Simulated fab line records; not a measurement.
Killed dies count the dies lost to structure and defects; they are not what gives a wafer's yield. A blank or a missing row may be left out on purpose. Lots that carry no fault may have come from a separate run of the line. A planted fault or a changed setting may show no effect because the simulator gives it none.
Chamber matching | flow gf180mcu | pecvd-02 running GF_MIM_CVD_05: 3 sister chambers
The step deposits Si3N4, target thk 42 nm, time 29.086 s. 6 wafers are shown with their chamber, then 7 later ones without.

## WAFERS WITH THEIR CHAMBER
wafer  | chamber | heater-power-w (W)
L890.3 | 1       | 788
L893.1 | 0       | 811
L893.3 | 2       | 558
L893.5 | 1       | 796
L899.1 | 2       | 611
L899.2 | 0       | 705

## WAFERS WITH NO CHAMBER GIVEN
wafer  | heater-power-w (W)
L899.3 | 791
L901.1 | 772
L901.4 | 748
L901.6 | 675
L907.1 | 579
L907.2 | 787
L907.5 | 581

## WHICH CHAMBER EACH WENT THROUGH
wafer  | from the rows above          | in truth
L899.3 | can't be placed: 1 or 0      | 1
L901.1 | can't be placed: 0 or 1      | 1
L901.4 | can't be placed: 0 or 1      | 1
L901.6 | can't be placed: 0 or 2 or 1 | 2
L907.1 | 2                            | 2
L907.2 | can't be placed: 1 or 0      | 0
L907.5 | 2                            | 2
Placed correctly: 2 of 7. Can't be placed from these rows: 5 (the true chamber is among the candidates in 5). 0 placed wrongly.
How it was worked out, from the rows above alone: a wafer's distance from a chamber is the root of the sum, over the readings, of the square of ((its reading less the chamber's mean) divided by the reading's scatter). If the next closest chamber is less than 2 further off than the closest, the wafer can't be placed; otherwise it belongs to the closest. The mean given for a chamber averages the wafers shown for that chamber. The scatter: take each reading less its chamber's mean, square it, sum over the shown wafers, divide by the number of wafers less the number of chambers, and take the root.
